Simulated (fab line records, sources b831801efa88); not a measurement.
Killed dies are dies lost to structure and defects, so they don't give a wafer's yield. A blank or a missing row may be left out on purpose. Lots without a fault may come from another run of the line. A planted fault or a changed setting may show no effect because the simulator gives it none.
fab line records | flow sky130
record lots=5 wafers=15 last_day=50
route steps=708 shown RES_PROTECT@211 POLY_GATE@213
lots that met no fault: from a run of the same line without faults
start_h: hours from the record's first day to the start of the lot's first wafer shown | wait_h: hours since the lot's step before | " the same as in the row above | L1.1+2: a row that stands for several wafers | - no value, or no start given | * or withheld: withheld | < > ~ a bound
route shown NAME@n: a module of which the file shows steps, and the number in the route of the first | usual: mean/standard deviation of fault-free wafers | same: alike in all rows | chamber/n: place in a boat | sites: the reading at each site | _std_site: their standard deviation | _edge_site: outer sites' mean less inner sites' | radius_mm: how far each site lies from the wafer's centre | mask NAME#n: copy n | behind: the tool/chamber that last shaped the wafer | hold: why the lot was held/for how many hours/how that ended | device: the transistor (n, p or np) that didn't switch | end of line: the same wafers' tests at the end of the route | a step without rows: its recipe alone | killed: dies lost to structure and defects at the first sort, not the wafer's yield | map: a wafer's dies, x killed, . not, _ none there
set.NAME: the setting as run; set.NAME@STEP: as run at that earlier step | model.NAME: the simulator's own value behind a step, which no gauge read
lots at some steps of the route; a table a step, a row a wafer
services: from which hour (start_h, from the record's first day; less than 0 if before it) a tool's chamber was out of use, for how many hours, and why
## steps
# step SKY_RES_PROTECT_PEB_05
# recipe temp_c=withheld time_s=* resist=NOVOLAK
# columns lot.wafer tool chamber start_h wait_h
L074.3+5+6 litho_track-04 0 - -
L080.2+3+6 litho_track-04 0 - -
L093.1+5+6 litho_track-01 0 - -
L094.1+3+4 litho_track-04 0 - -
L096.1+2+3 litho_track-01 0 - -
# step SKY_RES_PROTECT_DEVELOP_06
# recipe resist=NOVOLAK developer=TMAH develop_time_s=60 dev_temp_c=23
# same develop_time_s=60
# columns lot.wafer tool chamber start_h wait_h
L074.3+5+6 litho_track-04 0 358.57 0.1
L080.2+3+6 litho_track-04 0 397.89 0.1
L093.1+5+6 litho_track-01 0 504.90 0.1
L094.1+3+4 litho_track-04 0 509.21 0.1
L096.1+2+3 litho_track-01 0 534.90 0.1
# step SKY_POLY_GATE_IMPLANT_02
# recipe species=P energy_kev=30 dose_cm2=7.7e+15 tilt_deg=0
# usual beam_energy_keV=30.000/0.0087
# columns lot.wafer tool chamber start_h wait_h beam_energy_keV
L074.3 implanter-04 0 358.72 0.1 30.005
L074.5 " 0 " " 30.011
L074.6 " 0 " " 30.005
L080.2 implanter-04 0 398.04 0.1 29.990
L080.3 " 0 " " 29.997
L080.6 " 0 " " 30.006
L093.1 implanter-02 0 505.05 0.1 29.992
L093.5 " 0 " " 29.995
L093.6 " 0 " " 30.008
L094.1 implanter-04 0 509.36 0.1 30.023
L094.3 " 0 " " 30.007
L094.4 " 0 " " 30.010
L096.1 implanter-01 0 535.05 0.1 30.003
L096.2 " 0 " " 30.006
L096.3 " 0 " " 29.996
# step SKY_RES_PROTECT_STRIP_07
# recipe chemistry=O2/N2 power_w=1400 pressure_mtorr=1500 platen_temp_c=withheld o2_flow_sccm=3000 n2_flow_sccm=300 overash_fraction=0.5
# usual drypump_motor_current_A=5.70/0.17 oes_product_au=0.518/0.0043 strip_time_to_endpoint_s=23.32/0.039
# columns lot.wafer tool chamber start_h wait_h drypump_motor_current_A oes_product_au rf_hours_counter_h strip_time_to_endpoint_s
L074.3 plasma_asher-01 1 358.85 0.1 5.73 0.510 - 23.27
L074.5 " 0 " " 5.77 0.518 - 23.24
L074.6 " 1 " " 5.73 0.518 - 23.26
L080.2 plasma_asher-03 0 398.17 0.1 5.97 0.517 58 23.29
L080.3 " 0 " " 5.95 0.511 - 23.30
L080.6 " 1 " " 5.67 0.521 - 23.28
L093.1 plasma_asher-03 1 505.20 0.1 5.71 0.523 67 23.33
L093.5 " 0 " " 5.96 0.522 - 23.30
L093.6 " 1 " " 5.69 0.521 - 23.33
L094.1 plasma_asher-01 0 509.51 0.1 5.76 0.512 39 23.32
L094.3 " 0 " " 5.77 0.518 - 23.29
L094.4 " 1 " " 5.73 0.522 - 23.36
L096.1 plasma_asher-01 1 535.20 0.1 5.73 0.510 41 23.37
L096.2 " 0 " " 5.76 0.520 41 23.36
L096.3 " 0 " " 5.76 0.514 - 23.38
# step SKY_RES_PROTECT_TW_MEAS_08
# usual POLY_GATE_TW=4046/40
# columns lot.wafer tool chamber start_h wait_h POLY_GATE_TW
L074.3 film_metro-02 - 358.94 0.1 4001
L074.5 " - " " 3989
L074.6 " - " " 3987
L080.2 film_metro-01 - 398.28 0.1 4071
L080.3 " - " " 4069
L080.6 " - " " 4057
L093.1 film_metro-04 - 505.30 0.1 4118
L093.5 " - " " 4107
L093.6 " - " " 4100
L094.1 film_metro-04 - 509.61 0.1 4110
L094.3 " - " " 4106
L094.4 " - " " 4098
L096.1 film_metro-01 - 535.30 0.1 4059
L096.2 " - " " 4042
L096.3 " - " " 4047
# step SKY_RES_PROTECT_CLEAN_09
# recipe chemistry=SC1/SC2 mix=1:4:20 temp_c=70 time_s=150 dry=n2_spin
# usual temp_c=70.03/0.12
# columns lot.wafer tool chamber start_h wait_h temp_c
L074.3 wet_bench-03 3 358.98 0.0 70.13
L074.5 " 3 " " 70.01
L074.6 " 3 " " 70.01
L080.2 wet_bench-01 3 398.33 0.0 70.09
L080.3 " 3 " " 69.85
L080.6 " 3 " " 70.09
L093.1 wet_bench-04 3 505.36 0.1 69.86
L093.5 " 3 " " 70.12
L093.6 " 3 " " 70.05
L094.1 wet_bench-01 2 509.67 0.1 69.97
L094.3 " 2 " " 70.16
L094.4 " 2 " " 70.18
L096.1 wet_bench-03 2 535.36 0.1 69.93
L096.2 " 2 " " 69.98
L096.3 " 2 " " 69.86
# step SKY_POLY_GATE_CVD_03
# recipe material=Si3N4 precursor=DCS/NH3 target_thk_nm=75 temp_c=770 time_s=1290 pressure_mtorr=250
# columns lot.wafer tool chamber start_h wait_h
L074.3+5+6 lpcvd-02 0 360.56 1.5
L080.2+3+6 lpcvd-02 1 399.69 1.3
L093.1+5+6 lpcvd-02 1 505.41 0.0
L094.1+3+4 lpcvd-02 1 509.72 0.0
L096.1+2+3 lpcvd-02 0 535.42 0.0
# step SKY_POLY_GATE_THK_MEAS_04
# recipe reads=Si3N4_of_POLY_GATE_CVD_03
# usual POLY_GATE_CVD_03_THK=75.4/0.69
# columns lot.wafer tool chamber start_h wait_h POLY_GATE_CVD_03_THK[nm]
L074.3 film_metro-02 - 362.61 0.0 75.7
L074.5 " - " " 76.2
L074.6 " - " " 75.5
L080.2 film_metro-02 - 401.06 0.0 75.2
L080.3 " - " " 75.5
L080.6 " - " " 75.5
L093.1 film_metro-01 - 506.77 0.0 76.5
L093.5 " - " " 76.2
L093.6 " - " " 76.2
L094.1 film_metro-03 - 511.08 0.0 74.7
L094.3 " - " " 74.9
L094.4 " - " " 74.4
L096.1 film_metro-02 - 536.77 0.0 74.0
L096.2 " - " " 74.0
L096.3 " - " " 73.9
# step SKY_POLY_GATE_DEHYDRATE_05
# recipe temp_c=200 time_s=60
# columns lot.wafer tool chamber start_h wait_h
L074.3+5+6 litho_track-02 0 376.48 13.9
L080.2+3+6 litho_track-02 0 414.75 13.7
L093.1+5+6 litho_track-02 0 522.08 15.3
L094.1+3+4 litho_track-03 0 525.94 14.9
L096.1+2+3 litho_track-02 0 551.28 14.5
# step SKY_POLY_GATE_HMDS_06
# recipe prime_time_s=60 prime_temp_c=120
# columns lot.wafer tool chamber start_h wait_h
L074.3+5+6 litho_track-02 0 376.63 0.1
L080.2+3+6 litho_track-02 0 414.90 0.1
L093.1+5+6 litho_track-02 0 522.23 0.1
L094.1+3+4 litho_track-03 0 526.09 0.1
L096.1+2+3 litho_track-02 0 551.43 0.1
# step SKY_POLY_GATE_COAT_07
# recipe resist=BARC temp_c=withheld time_s=withheld spin_rpm=3000 resist_thk_nm=110
# columns lot.wafer tool chamber start_h wait_h
L074.3+5+6 litho_track-02 0 376.78 0.1
L080.2+3+6 litho_track-02 0 415.05 0.1
L093.1+5+6 litho_track-02 0 522.38 0.1
L094.1+3+4 litho_track-03 0 526.24 0.1
L096.1+2+3 litho_track-02 0 551.58 0.1
# step SKY_POLY_GATE_COAT_08
# recipe resist=KrF-thick spin_rpm=3000 resist_thk_nm=450
# columns lot.wafer tool chamber start_h wait_h
L074.3+5+6 litho_track-02 0 - -
L080.2+3+6 litho_track-02 0 - -
L093.1+5+6 litho_track-02 0 - -
L094.1+3+4 litho_track-03 0 - -
L096.1+2+3 litho_track-02 0 - -
# step SKY_POLY_GATE_SOFTBAKE_09
# recipe temp_c=100 time_s=90 resist=KrF-thick
# columns lot.wafer tool chamber start_h wait_h
L074.3+5+6 litho_track-02 0 - -
L080.2+3+6 litho_track-02 0 - -
L093.1+5+6 litho_track-02 0 - -
L094.1+3+4 litho_track-03 0 - -
L096.1+2+3 litho_track-02 0 - -
# step SKY_POLY_GATE_EXPOSE_10
# recipe mask_id=P1M na=0.68 source_shape=conventional sigma_outer=0.6 target_cd_nm=150 dose_mj=28
# usual focus_offset_nm=-0.1/0.51
# columns lot.wafer tool chamber start_h wait_h mask focus_offset_nm
L074.3 krf_scanner-01 0 - - P1M#0 -0.3
L074.5 " 0 " " P1M#0 0.2
L074.6 " 0 " " P1M#0 0.5
L080.2 krf_scanner-01 0 - - P1M#0 -0.5
L080.3 " 0 " " P1M#0 0.0
L080.6 " 0 " " P1M#0 0.3
L093.1 krf_scanner-01 0 - - P1M#0 0.4
L093.5 " 0 " " P1M#0 0.7
L093.6 " 0 " " P1M#0 0.3
L094.1 krf_scanner-02 0 - - P1M#0 0.1
L094.3 " 0 " " P1M#0 -0.4
L094.4 " 0 " " P1M#0 -0.6
L096.1 krf_scanner-01 0 - - P1M#0 0.3
L096.2 " 0 " " P1M#0 -0.9
L096.3 " 0 " " P1M#0 -0.3
# step SKY_POLY_GATE_PEB_11
# recipe peb_temp_c=withheld peb_time_s=withheld resist=KrF-thick
# columns lot.wafer tool chamber start_h wait_h
L074.3+5+6 litho_track-01 0 - -
L080.2+3+6 litho_track-02 0 - -
L093.1+5+6 litho_track-01 0 - -
L094.1+3+4 litho_track-02 0 - -
L096.1+2+3 litho_track-02 0 - -
# step SKY_POLY_GATE_DEVELOP_12
# recipe develop_time_s=60 resist=KrF-thick dev_temp_c=21
# same develop_time_s=60
# columns lot.wafer tool chamber start_h wait_h
L074.3+5+6 litho_track-01 0 - -
L080.2+3+6 litho_track-02 0 - -
L093.1+5+6 litho_track-01 0 - -
L094.1+3+4 litho_track-02 0 - -
L096.1+2+3 litho_track-02 0 - -
## services
# columns tool chamber start_h hours kind
krf_scanner-02 - 338.66 0.8 pm
krf_scanner-02 - 341.76 3.6 pm
implanter-01 - 347.59 26.1 pm
krf_scanner-02 - 380.53 1.3 pm
implanter-01 - 385.17 5.3 repair
implanter-02 - 385.83 4.6 pm
implanter-02 - 393.01 5.8 repair
implanter-01 - 399.32 5.3 repair
krf_scanner-01 - 410.13 0.8 pm
krf_scanner-02 - 415.43 0.6 repair
krf_scanner-02 - 420.33 2.1 repair
plasma_asher-03 - 448.86 15.6 pm
krf_scanner-01 - 453.03 7.2 pm
wet_bench-04 - 454.61 1.4 repair
implanter-02 - 455.16 2.1 repair
krf_scanner-01 - 473.29 1.3 pm
krf_scanner-01 - 498.66 1.0 pm
implanter-04 - 500.14 1.8 repair
plasma_asher-03 - 544.52 1.1 repair
implanter-04 - 549.53 1.7 repair
lpcvd-02 - 551.92 0.7 repair
plasma_asher-03 - 558.08 22.2 repair
krf_scanner-01 - 559.05 1.5 repair
krf_scanner-01 - 565.74 4.4 pm
## key
fault none
